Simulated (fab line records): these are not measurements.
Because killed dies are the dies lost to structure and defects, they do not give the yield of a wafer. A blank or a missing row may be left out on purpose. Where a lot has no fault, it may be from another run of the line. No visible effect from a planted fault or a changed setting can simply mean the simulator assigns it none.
Which tool is to blame? :: flow sky130 :: 33 wafers from 11 lots sampled at 6 of the route's 708 steps

## WHAT EACH GAUGE READ, for each wafer
SKY_NWELL_OVL_MEAS_10.
lot: L268
measured: day 5 00:01
on: overlay-01
NWELL_00_OVL (nm): -1.3 -0.3 -0.5

lot: L269
measured: day 5 10:42
on: overlay-01
NWELL_00_OVL (nm): -0.2 -0.2 -0.7

lot: L270
measured: day 5 18:27
on: overlay-02
NWELL_00_OVL (nm): 2.3 1.4 0.6

lot: L273
measured: day 6 07:43
on: overlay-02
NWELL_00_OVL (nm): -1.0 -0.7 0.3

lot: L274
measured: day 6 13:42
on: overlay-01
NWELL_00_OVL (nm): 2.2 1.9 3.9

lot: L275
measured: day 6 18:00
on: overlay-02
NWELL_00_OVL (nm): 1.9 1.4 2.6

lot: L276
measured: day 7 00:49
on: overlay-01
NWELL_00_OVL (nm): - - -

lot: L287
measured: day 10 00:49
on: overlay-02
NWELL_00_OVL (nm): 1.6 2.8 1.4

lot: L286
measured: day 10 01:13
on: overlay-01
NWELL_00_OVL (nm): 1.4 -0.5 0.6

lot: L288
measured: day 10 01:19
on: overlay-01
NWELL_00_OVL (nm): 1.1 -0.1 2.6

lot: L289
measured: day 10 07:13
on: overlay-01
NWELL_00_OVL (nm): 0.8 0.2 0.5

SKY_NWELL_TW_MEAS_15.
lot: L268
measured: day 5 00:36
on: film metro-02
NWELL_TW: 1817 1815 1812

lot: L269
measured: day 5 11:17
on: film metro-03
NWELL_TW: 1843 1847 1848

lot: L270
measured: day 5 19:02
on: film metro-04
NWELL_TW: 1796 1797 1794

lot: L273
measured: day 6 08:18
on: film metro-03
NWELL_TW: 1847 1834 1841

lot: L274
measured: day 6 14:17
on: film metro-02
NWELL_TW: 1828 1816 1824

lot: L275
measured: day 6 18:35
on: film metro-04
NWELL_TW: 1796 1787 1788

lot: L276
measured: day 7 01:24
on: film metro-02
NWELL_TW: 30 30 30

lot: L287
measured: day 10 01:24
on: film metro-02
NWELL_TW: 1826 1818 1814

lot: L286
measured: day 10 01:48
on: film metro-04
NWELL_TW: 1801 1792 1799

lot: L288
measured: day 10 01:54
on: film metro-03
NWELL_TW: 1840 1836 1840

lot: L289
measured: day 10 07:49
on: film metro-02
NWELL_TW: 1816 1824 1815

SKY_NWELL_TW_MEAS_26.
lot: L268
measured: day 5 19:12
on: film metro-02
NWELL_2_TW: 493 493 493

lot: L269
measured: day 6 09:35
on: film metro-04
NWELL_2_TW: 487 489 487

lot: L270
measured: day 6 13:36
on: film metro-03
NWELL_2_TW: 502 504 504

lot: L273
measured: day 7 03:40
on: film metro-03
NWELL_2_TW: 500 499 498

lot: L274
measured: day 7 10:45
on: film metro-03
NWELL_2_TW: 499 502 503

lot: L275
measured: day 7 13:56
on: film metro-03
NWELL_2_TW: 504 501 503

lot: L276
measured: day 7 21:25
on: film metro-02
NWELL_2_TW: 1815 1811 1827

lot: L287
measured: day 10 23:13
on: film metro-04
NWELL_2_TW: 488 490 489

lot: L286
measured: day 11 00:23
on: film metro-02
NWELL_2_TW: 500 500 499

lot: L288
measured: day 11 00:36
on: film metro-04
NWELL_2_TW: 490 488 490

lot: L289
measured: day 11 05:31
on: film metro-04
NWELL_2_TW: 488 489 491

SKY_VT_ADJUST_PCH_TW_MEAS_10.
lot: L268
measured: day 10 20:35
on: film metro-01
VT_ADJUST_PCH_TW: 140.8 141.2 139.9

lot: L269
measured: day 11 15:25
on: film metro-03
VT_ADJUST_PCH_TW: 144.3 144.3 144.1

lot: L270
measured: day 11 20:23
on: film metro-02
VT_ADJUST_PCH_TW: 143.0 142.4 143.0

lot: L273
measured: day 12 13:18
on: film metro-03
VT_ADJUST_PCH_TW: 144.6 144.6 143.6

lot: L274
measured: day 12 23:58
on: film metro-02
VT_ADJUST_PCH_TW: 143.0 143.7 143.0

lot: L275
measured: day 13 04:13
on: film metro-02
VT_ADJUST_PCH_TW: 142.3 142.8 142.9

lot: L276
measured: day 13 15:16
on: film metro-02
VT_ADJUST_PCH_TW: 142.4 143.0 142.2

lot: L287
measured: day 17 10:55
on: film metro-01
VT_ADJUST_PCH_TW: 141.7 141.0 140.9

lot: L286
measured: day 17 13:30
on: film metro-03
VT_ADJUST_PCH_TW: 143.7 144.2 144.0

lot: L288
measured: day 17 15:22
on: film metro-01
VT_ADJUST_PCH_TW: 141.0 142.2 141.3

lot: L289
measured: day 17 19:34
on: film metro-03
VT_ADJUST_PCH_TW: 143.3 143.1 144.4

## WHICH TOOL RAN EACH LOT (tool, then ch and the chambers of the sampled wafers, then the start)
lot: L268
SKY_NWELL_EXPOSE_07: iline stepper-01 ch 0, day 4 15:58
SKY_NWELL_STRIP_14: plasma asher-04 ch 0,1, day 5 00:30

lot: L269
SKY_NWELL_EXPOSE_07: iline stepper-02 ch 0, day 5 01:55
SKY_NWELL_STRIP_14: plasma asher-02 ch 0,1, day 5 11:11

lot: L270
SKY_NWELL_EXPOSE_07: iline stepper-02 ch 0, day 5 09:11
SKY_NWELL_STRIP_14: plasma asher-02 ch 0,1, day 5 18:56

lot: L273
SKY_NWELL_EXPOSE_07: iline stepper-02 ch 0, day 5 23:33
SKY_NWELL_STRIP_14: plasma asher-04 ch 0,1, day 6 08:11

lot: L274
SKY_NWELL_EXPOSE_07: iline stepper-02 ch 0, day 6 05:17
SKY_NWELL_STRIP_14: plasma asher-04 ch 0,1, day 6 14:11

lot: L275
SKY_NWELL_EXPOSE_07: iline stepper-01 ch 0, day 6 08:32
SKY_NWELL_STRIP_14: plasma asher-04 ch 0,1, day 6 18:29

lot: L276
SKY_NWELL_EXPOSE_07: iline stepper-02 ch 0, day 6 14:56
SKY_NWELL_STRIP_14: plasma asher-04 ch 0,1, day 7 01:17

lot: L287
SKY_NWELL_EXPOSE_07: iline stepper-01 ch 0, day 9 14:26
SKY_NWELL_STRIP_14: plasma asher-02 ch 0,1, day 10 01:17

lot: L286
SKY_NWELL_EXPOSE_07: iline stepper-01 ch 0, day 9 14:40
SKY_NWELL_STRIP_14: plasma asher-04 ch 0,1, day 10 01:42

lot: L288
SKY_NWELL_EXPOSE_07: iline stepper-01 ch 0, day 9 15:04
SKY_NWELL_STRIP_14: plasma asher-02 ch 0,1, day 10 01:48

lot: L289
SKY_NWELL_EXPOSE_07: iline stepper-02 ch 0, day 9 21:08
SKY_NWELL_STRIP_14: plasma asher-02 ch 1, day 10 07:42
- SKY_NWELL_EXPOSE_07: exposes mask NWM, target cd 840 nm.
- SKY_NWELL_STRIP_14: strips in O2/N2.

## AS READ BY THE TOOLS THEMSELVES (means over the sampled wafers that have a number; for cases with no such wafer, the mark the record gives instead)
SKY_NWELL_STRIP_14.
lot: L268
tool: plasma asher-04
drypump motor current A (A): 6.2
oes product au (a.u.): 0.718
strip time to endpoint s (s): 37.26

lot: L269
tool: plasma asher-02
drypump motor current A (A): 5.7
oes product au (a.u.): 0.723
strip time to endpoint s (s): 37.02

lot: L270
tool: plasma asher-02
drypump motor current A (A): 5.7
oes product au (a.u.): 0.726
strip time to endpoint s (s): 36.97

lot: L273
tool: plasma asher-04
drypump motor current A (A): 5.8
oes product au (a.u.): 0.721
strip time to endpoint s (s): 37.08

lot: L274
tool: plasma asher-04
drypump motor current A (A): 5.8
oes product au (a.u.): 0.725
strip time to endpoint s (s): 37.04

lot: L275
tool: plasma asher-04
drypump motor current A (A): 5.8
oes product au (a.u.): 0.721
strip time to endpoint s (s): 36.94

lot: L276
tool: plasma asher-04
drypump motor current A (A): 5.8
oes product au (a.u.): 0.725
strip time to endpoint s (s): 37.03

lot: L287
tool: plasma asher-02
drypump motor current A (A): 5.7
oes product au (a.u.): 0.721
strip time to endpoint s (s): 37.04

lot: L286
tool: plasma asher-04
drypump motor current A (A): 5.8
oes product au (a.u.): 0.723
strip time to endpoint s (s): 36.91

lot: L288
tool: plasma asher-02
drypump motor current A (A): 5.7
oes product au (a.u.): 0.725
strip time to endpoint s (s): 37.04

lot: L289
tool: plasma asher-02
drypump motor current A (A): 5.8
oes product au (a.u.): 0.720
strip time to endpoint s (s): 37.05

## THE ANSWER, worked out from the rows above alone
Rule: what is usual is taken from the lots themselves. Put in order of their means at a reading, lots are off if they are a third of the lots or fewer, leave a main group of 4 or more, and stand apart from it by a gap of 3 or more times the standard deviation of the main group's means; of several such gaps the widest counts. If all means in a main group match to the digits the tables above print for the reading, that group is not used. A lot without any number at a reading at which 4 lots or more have one is off too. All remaining lots with rows at the step are treated as sound. The gauges are gone through in route order, then the tools' own readings, and for those a lot's mean is taken as printed above. At the first step where some lot is off, the reading lying furthest off is the one used; lots without a number count as furthest.
Off: L276, at SKY_NWELL_OVL_MEAS_10 (NWELL_00_OVL). Without a number there: L276. Main group: mean 0.9 nm, sd 1.1.
If a tool, at a process step before that reading, ran all the lots that are off and no sound lot after the first of them, it fits. Not tried: the gauges at SKY_NWELL_OVL_MEAS_10; whatever is off there is also off at SKY_NWELL_TW_MEAS_15, on other tools, and gauge error can't account for it. Of those tried, none fits.

## WHAT THE SIMULATOR HAD PUT IN
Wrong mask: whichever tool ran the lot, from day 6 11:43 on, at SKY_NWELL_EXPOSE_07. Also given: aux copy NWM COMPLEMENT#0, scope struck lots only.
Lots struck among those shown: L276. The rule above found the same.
